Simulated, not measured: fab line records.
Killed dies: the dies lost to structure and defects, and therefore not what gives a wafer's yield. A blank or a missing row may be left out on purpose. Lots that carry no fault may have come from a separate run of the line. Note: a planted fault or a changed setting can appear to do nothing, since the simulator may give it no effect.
Chamber matching -- flow sky130 -- SKY_VIA3_CMP_24 on cmp-02 has 4 sister chambers
The step polishes, stops on SiO2, t overpolish 20 s, target thk 0 nm. 4 wafers are shown with their chamber, then 8 later ones without.

## WAFERS PAIRED WITH THEIR CHAMBERS
wafer,chamber,motor-current-A (A)
L239.2,0,12.6
L239.4,3,9.5
L238.6,2,10.5
L242.1,1,11.3

## WAFERS WITHOUT THEIR CHAMBER
wafer,motor-current-A (A)
L242.4,10.3
L242.6,9.9
L244.3,10.7
L244.5,10.2
L244.6,12.8
L245.1,10.4
L245.2,13.0
L245.5,9.9

## THE CHAMBER EACH PASSED THROUGH
wafer,from the rows above,in truth
L242.4,2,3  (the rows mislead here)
L242.6,can't be placed: 3 or 2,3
L244.3,can't be placed: 2 or 1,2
L244.5,can't be placed: 2 or 3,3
L244.6,0,0
L245.1,2,2
L245.2,0,0
L245.5,can't be placed: 3 or 2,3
Correct placement for 3 of the 8. These rows do not allow placing 4 (true chamber among the candidates in 4). Wrongly placed: 1.
How it was worked out, from the rows above alone: a wafer's distance from a chamber is the root of the sum, over the readings, of the square of ((its reading less the chamber's mean) divided by the reading's scatter). If the next closest chamber is less than 2 further off than the closest, the wafer can't be placed; otherwise it belongs to the closest. Each chamber's mean is taken over the wafers shown for it. The scatter: with one shown wafer a chamber, the root of the mean of the squares of how far each hidden wafer lies from its nearest shown one.
